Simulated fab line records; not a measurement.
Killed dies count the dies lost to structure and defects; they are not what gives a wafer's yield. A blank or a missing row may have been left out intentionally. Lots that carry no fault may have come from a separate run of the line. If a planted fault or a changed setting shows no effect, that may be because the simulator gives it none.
Which tool did it?	flow gf180mcu	13 lots with 39 wafers sampled at 6 steps, on a route of 602 steps

## WHAT THE GAUGES SHOWED, per wafer
GF_NWELL_OVL_MEAS_07.
lot	measured	on	NWELL_OVL (nm)
L495	day 3 08:16	overlay-02	-1.4 -1.5 0.8
L496	day 3 13:04	overlay-02	2.8 2.2 1.3
L497	day 3 17:55	overlay-01	0.3 0.8 -0.3
L498	day 3 23:07	overlay-02	0.5 1.4 1.9
L499	day 4 04:07	overlay-01	-1.7 -3.2 -0.9
L500	day 4 11:57	overlay-01	0.7 3.3 1.9
L501	day 4 16:01	overlay-01	-0.1 -0.6 0.5
L502	day 4 20:58	overlay-01	0.0 -0.6 -1.4
L503	day 5 01:13	overlay-01	2.3 0.6 -2.2
L506	day 6 05:58	overlay-01	- - -
L514	day 7 13:55	overlay-01	-0.6 0.6 -0.3
L515	day 7 20:40	overlay-01	-2.2 -0.4 0.2
L518	day 8 19:45	overlay-02	0.6 -0.4 -0.5

GF_NWELL_TW_MEAS_11.
lot	measured	on	NWELL_TW
L495	day 3 08:42	filmMetro-01	1597 1603 1603
L496	day 3 13:30	filmMetro-03	1579 1592 1584
L497	day 3 18:21	filmMetro-04	1584 1579 1587
L498	day 3 23:33	filmMetro-04	1590 1586 1593
L499	day 4 04:34	filmMetro-01	1590 1598 1591
L500	day 4 12:26	filmMetro-04	1574 1586 1581
L501	day 4 16:28	filmMetro-03	1598 1590 1592
L502	day 4 21:24	filmMetro-01	1596 1588 1583
L503	day 5 01:40	filmMetro-03	1576 1582 1580
L506	day 6 06:24	filmMetro-03	30 30 30
L514	day 7 14:22	filmMetro-01	1590 1587 1589
L515	day 7 21:06	filmMetro-04	1567 1574 1571
L518	day 8 20:13	filmMetro-01	1585 1589 1595

GF_HV_LDD_OVL_MEAS_08.
lot	measured	on	HV_LDD_OVL (nm)
L495	day 10 00:41	overlay-01	0.6 1.1 0.9
L496	day 10 04:59	overlay-02	2.4 0.4 1.4
L497	day 10 12:45	overlay-01	1.1 2.7 2.0
L498	day 10 19:43	overlay-01	1.7 -2.5 -0.5
L499	day 11 02:19	overlay-02	1.5 0.1 2.0
L500	day 11 08:40	overlay-02	2.5 3.3 3.4
L501	day 11 17:31	overlay-01	0.7 0.2 1.5
L502	day 12 04:16	overlay-02	1.0 0.9 -0.7
L503	day 12 04:34	overlay-01	-0.9 -0.7 0.5
L506	day 13 18:46	overlay-01	0.2 1.9 -1.9
L514	day 15 20:28	overlay-01	0.6 -0.2 -0.1
L515	day 16 02:13	overlay-01	3.4 3.2 2.5
L518	day 17 08:22	overlay-02	0.7 1.1 1.0

GF_M1_THK_MEAS_06: measures by xrf.
lot	measured	on	M1_ALCU_THK (nm)
L495	day 16 03:53	filmMetro-02	442 450 446
L496	day 16 07:10	filmMetro-02	444 452 448
L497	day 16 18:11	filmMetro-02	450 447 453
L498	day 17 03:52	filmMetro-04	454 453 466
L499	day 17 10:53	filmMetro-02	447 444 447
L500	day 17 17:17	filmMetro-03	457 456 463
L501	day 18 04:58	filmMetro-03	447 446 448
L502	day 18 19:23	filmMetro-04	443 449 449
L503	day 18 20:17	filmMetro-02	448 444 450
L506	day 20 16:34	filmMetro-04	447 446 437
L514	day 23 00:37	filmMetro-04	453 449 455
L515	day 23 05:49	filmMetro-02	453 453 447
L518	day 24 12:04	filmMetro-04	456 447 453

## WHAT TOOL EACH LOT RAN ON (gives the tool, then ch and the chambers of the sampled wafers, and finally the start)
lot	GF_NWELL_EXPOSE_04	GF_M1_SPUTTER_02
L495	ilineStepper-02 ch 0, day 3 02:10	pvdSputter-01, day 16 03:40
L496	ilineStepper-02 ch 0, day 3 06:50	pvdSputter-03, day 16 06:58
L497	ilineStepper-01 ch 0, day 3 11:35	pvdSputter-02, day 16 17:58
L498	ilineStepper-01 ch 0, day 3 16:23	pvdSputter-03, day 17 03:40
L499	ilineStepper-01 ch 0, day 3 21:44	pvdSputter-01, day 17 10:40
L500	ilineStepper-02 ch 0, day 4 05:48	pvdSputter-03, day 17 17:04
L501	ilineStepper-02 ch 0, day 4 09:25	pvdSputter-01, day 18 04:45
L502	ilineStepper-01 ch 0, day 4 14:33	pvdSputter-02, day 18 19:10
L503	ilineStepper-02 ch 0, day 4 19:01	pvdSputter-01, day 18 20:03
L506	ilineStepper-01 ch 0, day 5 22:44	pvdSputter-03, day 20 16:20
L514	ilineStepper-01 ch 0, day 7 07:17	pvdSputter-03, day 23 00:23
L515	ilineStepper-01 ch 0, day 7 12:34	pvdSputter-02, day 23 05:35
L518	ilineStepper-02 ch 0, day 8 11:19	pvdSputter-02, day 24 11:50
- GF_NWELL_EXPOSE_04: exposes mask Nwell, target cd 860 nm.
- GF_M1_SPUTTER_02: material AlCu, target thk 450 nm, time 23.9 s.

## WHAT THE TOOLS THEMSELVES READ (means of the sampled wafers that have a number; where no wafer has one, the mark that the record gives instead)
GF_M1_SPUTTER_02.
lot	tool	throttleValvePct (%)
L495	pvdSputter-01	28.7
L496	pvdSputter-03	29.1
L497	pvdSputter-02	30.1
L498	pvdSputter-03	29.7
L499	pvdSputter-01	29.1
L500	pvdSputter-03	30.5
L501	pvdSputter-01	28.9
L502	pvdSputter-02	30.7
L503	pvdSputter-01	29.6
L506	pvdSputter-03	29.7
L514	pvdSputter-03	30.3
L515	pvdSputter-02	30.5
L518	pvdSputter-02	30.8

## THE ANSWER, worked out from the rows above alone
Rule: what is usual is taken from the lots themselves. Put in order of their means at a reading, lots are off if they are a third of the lots or fewer, leave a main group of 4 or more, and stand apart from it by a gap of 3 or more times the standard deviation of the main group's means; of several such gaps the widest counts. A main group whose means are all the same, to the digits that the tables above print for the reading, isn't used. A lot without any number at a reading at which 4 lots or more have one is off too. All remaining lots with rows at the step are treated as sound. After the gauges, taken in route order, come the tools' own readings; for these a lot's mean is taken, as printed above. The first step at which some lot is off is used, and at that step the reading that is off furthest; a lot without a number counts as furthest.
Off: L506, seen at GF_NWELL_OVL_MEAS_07 (NWELL_OVL). Without a number there: L506. The main group: mean 0.1 nm, standard deviation 1.1.
If a tool, at a process step before that reading, ran all the lots that are off and no sound lot after the first of them, it fits. The gauges at GF_NWELL_OVL_MEAS_07 aren't tried: what is off there is off at GF_NWELL_TW_MEAS_11 too, on other tools, and a gauge's error can't cause that. Not one of the candidates tried fits.

## WHAT THE SIMULATOR HAD INSERTED
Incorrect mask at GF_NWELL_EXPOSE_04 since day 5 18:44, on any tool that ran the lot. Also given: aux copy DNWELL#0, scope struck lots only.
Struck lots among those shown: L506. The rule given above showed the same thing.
